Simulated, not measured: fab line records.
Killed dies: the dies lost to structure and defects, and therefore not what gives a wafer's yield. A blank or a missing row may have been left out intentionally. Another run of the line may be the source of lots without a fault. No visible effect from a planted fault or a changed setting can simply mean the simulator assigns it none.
Chamber matching | flow gf180mcu | 4 sister chambers for GF_SAB_ETCH_11 on rie-diel-03
The step etches SiO2 in C4F8/O2/Ar, target depth 55 nm, time 8.5 s. 8 wafers are shown with their chamber, then 9 later ones without.

== WAFERS WITH THEIR CHAMBER ==
wafer  | chamber | oes-product-au (a.u.)
L920.5 | 2       | 0.992
L921.2 | 1       | 0.987
L924.3 | 2       | 0.997
L924.4 | 1       | 1.001
L924.6 | 0       | 0.997
L926.4 | 3       | 1.000
L926.5 | 0       | 1.012
L927.2 | 3       | 1.009

== WAFERS WHOSE CHAMBER IS MISSING ==
wafer  | oes-product-au (a.u.)
L927.5 | 0.998
L930.2 | 0.985
L930.3 | 0.997
L934.1 | 0.992
L934.3 | 1.000
L934.4 | 1.008
L935.1 | 1.004
L935.5 | 1.002
L935.6 | 1.008

== EACH ONE'S CHAMBER ==
wafer  | from the rows above               | in truth
L927.5 | can't be placed: 2 or 1 or 0 or 3 | 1
L930.2 | can't be placed: 1 or 2 or 0 or 3 | 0
L930.3 | can't be placed: 2 or 1 or 0 or 3 | 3
L934.1 | can't be placed: 1 or 2 or 0 or 3 | 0
L934.3 | can't be placed: 0 or 3 or 2 or 1 | 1
L934.4 | can't be placed: 0 or 3 or 2 or 1 | 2
L935.1 | can't be placed: 0 or 3 or 2 or 1 | 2
L935.5 | can't be placed: 0 or 3 or 2 or 1 | 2
L935.6 | can't be placed: 0 or 3 or 2 or 1 | 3
Correct placement for 0 of the 9. Can't be placed from these rows: 9 (the true chamber is among the candidates in 9). Wrongly placed: 0.
How it was worked out, from the rows above alone: a wafer's distance from a chamber is the root of the sum, over the readings, of the square of ((its reading less the chamber's mean) divided by the reading's scatter). The wafer belongs to the nearest chamber; if the next one is less than 2 further off, it can't be placed. The mean given for a chamber averages the wafers shown for that chamber. The scatter: the root of (the sum of the squares of (reading less its chamber's mean) over the shown wafers, divided by (wafers less chambers)).
